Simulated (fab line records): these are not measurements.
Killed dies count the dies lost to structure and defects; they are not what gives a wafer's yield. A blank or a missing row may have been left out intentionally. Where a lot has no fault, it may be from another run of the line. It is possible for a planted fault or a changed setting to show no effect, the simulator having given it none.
fab line records	flow gf180mcu
record: lots: 5	wafers: 15	lastDay: 34
route steps=602 shown M4@466 V4@476
lots with no fault: from the same line, run without faults
startH: hours from the record's first day to the start of the lot's first wafer shown	waitH: time in hours since the lot's previous step	" unchanged from the row above	L1.1+2: a row that stands for several wafers	- no value, or no start was given	* or withheld: withheld	< > ~ a bound
route shown NAME@n: a module of which the file shows steps, and the number in the route of the first	usual: average and standard deviation across the fault-free wafers	same: alike in all rows	chamber/n: place in a boat	sites: the reading at each site	_std_site: the values' standard deviation	_edge_site: the outer-site mean with the inner-site mean subtracted	radiusMm: how far each site lies from the wafer's centre	mask NAME#n: copy n	behind: tool/chamber where the wafer was last shaped	hold: why the lot went on hold/how many hours it stayed there/how the hold came to an end	device: transistor that didn't switch, given as n, p or np	end of line: tests run on the same wafers once the route is complete	where a step has no rows: the recipe by itself	killed: dies lost to structure and defects at the first sort, not the wafer's yield	map: dies across one wafer; x = killed, . = not, _ = none there
set.NAME: the run value of the setting; set.NAME@STEP: its run value at that earlier step	model.NAME: the simulator's own value behind a step, which no gauge read
lots seen at some steps along the route; tables by step, rows by wafer
services: a tool's chamber out of use, with start hour (startH, from the record's first day; less than 0 if before it), hours out, and reason
== steps ==
step: GF_M4_SOFTBAKE_10
recipe: tempC: 130	timeS: 61.35	resist: KrF
usual: heaterPowerTotalW: 93.14/0.077	plateSensorTCentreC: 131.02/0.011	plateSensorTEdgeC: 131.21/0.011	resistLineTempC: 22.99/0.11
same: timeS: 61.35
lot.wafer	tool	chamber	startH	waitH	heaterPowerTotalW	plateSensorTCentreC	plateSensorTEdgeC	resistLineTempC
L125.3	lithoTrack-01	0	562.41	0.1	93.17	130.99	131.21	23.04
L125.4	"	0	"	"	92.94	131.01	131.21	22.75
L125.6	"	0	"	"	93.13	131	131.23	22.80
L126.2	lithoTrack-01	0	571.78	0.1	93.12	131.01	131.21	22.89
L126.5	"	0	"	"	93.17	131.04	131.19	23.08
L126.6	"	0	"	"	93.19	131.03	131.2	23.09
L128.1	lithoTrack-03	0	592.07	0.1	93.17	131.01	131.22	22.97
L128.2	"	0	"	"	93.21	131.03	131.21	22.72
L128.4	"	0	"	"	93.16	131.02	131.19	22.86
L134.3	lithoTrack-01	0	636.81	0.1	93.17	131.02	131.21	22.65
L134.5	"	0	"	"	93.19	131.03	131.19	22.90
L134.6	"	0	"	"	93.11	131.02	131.22	22.93
L141.3	lithoTrack-03	0	683.32	0.1	93.20	131.03	131.2	23.04
L141.5	"	0	"	"	93.14	131.01	131.21	23.04
L141.6	"	0	"	"	93.11	131	131.21	23.03
step: GF_M4_EXPOSE_11
recipe: maskId: Metal4	targetCdNm: 280	na: 0.68	sourceShape: conventional	sigmaOuter: 0.6	doseMj: 28
step: GF_M4_PEB_12
recipe: pebTempC: 135	pebTimeS: 90	resist: KrF
step: GF_M4_DEVELOP_13
recipe: developTimeS: 60	devTempC: 21
step: GF_M4_CD_MEAS_14
recipe: targetCdNm: 280
usual: cdNm: 279.9/1.1
lot.wafer	tool	chamber	startH	waitH	cdNm
L125.3	cdSem-01	-	573.80	0.1	278.4
L125.4	"	-	"	"	278.1
L125.6	"	-	"	"	278.2
L126.2	cdSem-02	-	582.58	0.1	281.1
L126.5	"	-	"	"	281.3
L126.6	"	-	"	"	280.4
L128.1	cdSem-02	-	602.67	0.1	281.6
L128.2	"	-	"	"	281.1
L128.4	"	-	"	"	280.7
L134.3	cdSem-01	-	646.45	0.1	278.5
L134.5	"	-	"	"	278.6
L134.6	"	-	"	"	278.7
L141.3	cdSem-01	-	692.82	0.2	281.0
L141.5	"	-	"	"	281.0
L141.6	"	-	"	"	280.3
step: GF_M4_OVL_MEAS_15
usual: M4_OVL: 2/4.7
lot.wafer	tool	chamber	startH	waitH	M4_OVL[nm]
L125.3	overlay-01	-	573.89	0.1	-3
L125.4	"	-	"	"	-3
L125.6	"	-	"	"	-9
L126.2	overlay-01	-	582.69	0.1	-4
L126.5	"	-	"	"	1
L126.6	"	-	"	"	7
L128.1	overlay-01	-	602.84	0.2	0
L128.2	"	-	"	"	7
L128.4	"	-	"	"	10
L134.3	overlay-01	-	646.54	0.1	2
L134.5	"	-	"	"	4
L134.6	"	-	"	"	4
L141.3	overlay-02	-	692.91	0.1	9
L141.5	"	-	"	"	6
L141.6	"	-	"	"	9
step: GF_M4_METAL_ETCH_16
recipe: chemistry: Cl2/BCl3	maskMaterial: KrF	targetDepthNm: 627.5	stopOn: SiO2	pressureMtorr: 8	icpW: 800	biasW: 140	Cl2_flow_sccm: 80	bcl3FlowSccm: 40	timeS: 104.6
usual: drypumpMotorCurrentA: 5.6/0.48	oesProductAu: 0.973/0.0065	throttleValvePct: 28.250/0.011
same: timeS: 104.6
lot.wafer	tool	chamber	startH	waitH	drypumpMotorCurrentA	oesProductAu	rfHoursCounterH	throttleValvePct
L125.3	rieMetal-04	1	573.95	0.1	5.4	0.975	-	28.244
L125.4	"	0	"	"	6.0	0.978	-	28.258
L125.6	"	0	"	"	6.0	0.976	-	28.259
L126.2	rieMetal-02	1	582.72	0.0	5.0	0.974	4	28.237
L126.5	"	0	"	"	5.3	0.974	-	28.245
L126.6	"	1	"	"	5.0	0.974	-	28.250
L128.1	rieMetal-01	1	602.88	0.0	6.1	0.966	13	28.257
L128.2	"	0	"	"	6.4	0.962	11	28.276
L128.4	"	1	"	"	6.1	0.969	-	28.256
L134.3	rieMetal-02	0	646.60	0.1	5.3	0.976	-	28.228
L134.5	"	0	"	"	5.3	0.981	-	28.237
L134.6	"	1	"	"	5.0	0.963	-	28.256
L141.3	rieMetal-01	0	692.97	0.1	6.4	0.976	-	28.261
L141.5	"	1	"	"	6.1	0.973	-	28.246
L141.6	"	0	"	"	6.4	0.972	-	28.261
step: GF_M4_STRIP_17
recipe: chemistry: O2/N2	powerW: 1400	pressureMtorr: 1500	platenTempC: 250	o2FlowSccm: 3000	n2FlowSccm: 300	overashFraction: 0.5
usual: drypumpMotorCurrentA: 6.0/0.53	heaterPowerW: 360/39	oesProductAu: 0.558/0.0049	stripTimeToEndpointS: 7.89/0.05
same: overashFraction: 0.5
lot.wafer	tool	chamber	startH	waitH	drypumpMotorCurrentA	heaterPowerW	oesProductAu	rfHoursCounterH	stripTimeToEndpointS
L125.3	plasmaAsher-01	1	574.06	0.1	5.5	317	0.562	-	7.84
L125.4	"	0	"	"	6.4	351	0.557	-	7.85
L125.6	"	0	"	"	6.4	344	0.560	-	7.83
L126.2	plasmaAsher-04	1	582.87	0.1	6.6	389	0.558	91	7.92
L126.5	"	1	"	"	6.5	392	0.559	-	7.85
L126.6	"	0	"	"	6.1	400	0.561	-	7.92
L128.1	plasmaAsher-04	1	602.99	0.1	6.6	387	0.558	93	7.96
L128.2	"	0	"	"	6.1	396	0.557	93	7.97
L128.4	"	1	"	"	6.6	392	0.559	-	7.89
L134.3	plasmaAsher-04	1	646.71	0.1	6.6	396	0.546	-	7.79
L134.5	"	1	"	"	6.6	402	0.555	-	7.85
L134.6	"	0	"	"	6.1	404	0.559	-	7.90
L141.3	plasmaAsher-01	0	693.08	0.1	6.4	352	0.556	-	7.93
L141.5	"	0	"	"	6.4	354	0.560	-	7.93
L141.6	"	1	"	"	5.4	317	0.562	-	7.93
step: GF_M4_STRIP_18
recipe: chemistry: postEtchResidueRemover	timeS: 1200	tempC: 72.5
step: GF_M4_CLEAN_19
recipe: chemistry: DIW	dry: n2Spin
step: GF_V4_CVD_00
recipe: material: SiO2	targetThkNm: 600	sigmaOpenFrac: 0.3	tempC: 400	timeS: 100	sih4FlowSccm: 60	pressureMtorr: 6
step: GF_V4_THK_MEAS_01
recipe: reads: SiO2_of_V4_CVD_00
usual: V4_CVD_00_THK: 599/5.9
lot.wafer	tool	chamber	startH	waitH	V4_CVD_00_THK[nm]
L125.3	filmMetro-03	-	574.72	0.1	585
L125.4	"	-	"	"	589
L125.6	"	-	"	"	588
L126.2	filmMetro-03	-	583.88	0.1	592
L126.5	"	-	"	"	597
L126.6	"	-	"	"	599
L128.1	filmMetro-03	-	603.60	0.0	604
L128.2	"	-	"	"	604
L128.4	"	-	"	"	608
L134.3	filmMetro-03	-	647.30	0.1	595
L134.5	"	-	"	"	607
L134.6	"	-	"	"	600
L141.3	filmMetro-04	-	693.68	0.1	595
L141.5	"	-	"	"	602
L141.6	"	-	"	"	598
step: GF_V4_CVD_02
recipe: material: SiO2	targetThkNm: 850	precursor: TEOS	tempC: 400	timeS: 94.851	rfW: 600
usual: heaterPowerW: 701/88	rfFwdPowerW: 595.9/2.3
same: timeS: 94.851
lot.wafer	tool	chamber	startH	waitH	heaterPowerW	rfFwdPowerW	model.SiO2_of_V4_CVD_02.thkNm
L125.3	pecvd-03	0	574.76	0.0	683	595.3	851
L125.4	"	0	"	"	724	595.9	861
L125.6	"	2	"	"	552	597.7	863.6
L126.2	pecvd-02	1	583.93	0.0	742	596.5	844.7
L126.5	"	1	"	"	759	593.6	862.6
L126.6	"	0	"	"	487	598.3	852.7
L128.1	pecvd-02	2	603.66	0.1	744	598.4	824.5
L128.2	"	0	"	"	524	692.7	867.2
L128.4	"	2	"	"	615	595.8	842.3
L134.3	pecvd-01	1	647.34	0.0	748	597.1	839.3
L134.5	"	0	"	"	708	591.8	853.6
L134.6	"	2	"	"	714	600.1	857.9
L141.3	pecvd-03	0	693.72	0.0	686	599.0	838.1
L141.5	"	0	"	"	731	597.5	852.4
L141.6	"	2	"	"	612	597.2	849.5
step: GF_V4_THK_MEAS_03
recipe: reads: SiO2_of_V4_CVD_02
usual: V4_CVD_02_THK: 848/11
lot.wafer	tool	chamber	startH	waitH	V4_CVD_02_THK[nm]
L125.3	filmMetro-04	-	574.85	0.1	851
L125.4	"	-	"	"	861
L125.6	"	-	"	"	864
L126.2	filmMetro-03	-	584.01	0.0	845
L126.5	"	-	"	"	863
L126.6	"	-	"	"	852
L128.1	filmMetro-02	-	603.73	0.0	824
L128.2	"	-	"	"	867
L128.4	"	-	"	"	843
L134.3	filmMetro-02	-	647.43	0.1	839
L134.5	"	-	"	"	854
L134.6	"	-	"	"	857
L141.3	filmMetro-02	-	693.81	0.1	838
L141.5	"	-	"	"	853
L141.6	"	-	"	"	849
step: GF_V4_CMP_04
recipe: material: SiO2	downForcePsi: 4	platenRpm: 60	padVelocityMS: 0.94248
usual: motorCurrentA: 12.6/1.9	retainingRingPressureFrac: 0.999/0.0048	timeToEndpointS: 83/4.8
lot.wafer	tool	chamber	startH	waitH	motorCurrentA	retainingRingPressureFrac	timeToEndpointS
L125.4	cmp-02	0	575.63	0.8	14.9	1.000	88
L125.3	"	1	"	"	12.1	1.013	86
L125.6	"	3	"	"	15.4	0.996	83
L126.2	cmp-01	1	584.21	0.2	10.0	0.998	84
L126.5	"	2	"	"	9.3	0.996	88
L126.6	"	3	"	"	11.6	0.996	86
L128.2	cmp-02	1	603.79	0.0	12.7	0.994	98
L128.1	"	2	"	"	11.8	0.995	72
L128.4	"	3	"	"	14.9	0.994	76
L134.3	cmp-01	0	647.62	0.2	11.9	0.995	79
L134.6	"	1	"	"	10.8	1.000	89
L134.5	"	2	"	"	9.7	1.002	81
L141.3	cmp-02	0	693.95	0.1	14.9	0.998	84
L141.5	"	2	"	"	11.5	1.000	82
L141.6	"	3	"	"	15.5	0.990	82
step: GF_V4_BOW_MEAS_05
recipe: mode: bow
usual: V4_BOW: 136/9
lot.wafer	tool	chamber	startH	waitH	V4_BOW[um]
L125.3	filmMetro-03	-	575.87	0.1	122
L125.4	"	-	"	"	133
L125.6	"	-	"	"	130
L126.2	filmMetro-03	-	584.38	0.1	137
L126.5	"	-	"	"	139
L126.6	"	-	"	"	143
L128.1	filmMetro-03	-	604.09	0.2	147
L128.2	"	-	"	"	139
L128.4	"	-	"	"	141
L134.3	filmMetro-02	-	647.81	0.1	134
L134.5	"	-	"	"	133
L134.6	"	-	"	"	127
L141.3	filmMetro-03	-	694.19	0.2	117
L141.5	"	-	"	"	135
L141.6	"	-	"	"	134
== services ==
tool	chamber	startH	hours	kind
cmp-01	-	552.53	15.7	pm
rieMetal-01	0	555.06	6.4	repair
rieMetal-01	1	557.82	6.9	repair
pecvd-03	1	565.89	6.7	repair
cmp-02	-	568.49	6.4	pm
cmp-01	-	572.26	4.0	pm
cmp-02	-	576.43	7.8	pm
cmp-02	-	589.71	3.4	repair
pecvd-01	-	591.12	14.0	pm
cmp-01	-	596.90	0.8	repair
cmp-01	-	606.01	4.8	repair
cmp-01	-	616.58	1.8	repair
rieMetal-04	0	623.44	6.7	repair
rieMetal-01	1	624.75	4.2	repair
rieMetal-01	-	650.47	2.8	pm
cmp-01	-	652.76	1.1	repair
pecvd-03	-	655.21	1.5	repair
cmp-01	-	657.13	2.5	pm
cmp-02	-	665.50	3.0	repair
plasmaAsher-01	-	669.61	4.3	repair
cmp-01	-	671.46	4.4	repair
cmp-02	-	678.75	0.5	repair
pecvd-03	0	683.29	6.1	repair
cmp-01	-	691.32	4.5	repair
== key ==
firstSign: step: GF_V4_CVD_02	reading: rfFwdPowerW	direction: up	sigmas: 41	usual: 595.9	struck: 692.7
effect: step: GF_V4_CMP_04	reading: timeToEndpointS	direction: up	sigmas: 3.1	usual: *	struck: *
modelEffect: step: GF_V4_CVD_02	value: SiO2_of_V4_CVD_02.thkNm	without: 828.8	struck: 867.2
metAt GF_V4_CVD_02
struckWafers L128.2
onsetBetween 583.93 603.66
fault: kind: processParameterDrift	tool: pecvd-02	chamber: 0	onsetH: 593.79	steps: GF_V4_CVD_02	channel: rfW	offset: 96	shape: step	endH: 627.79	actsIn: theseRecipesOnly	stated: 600
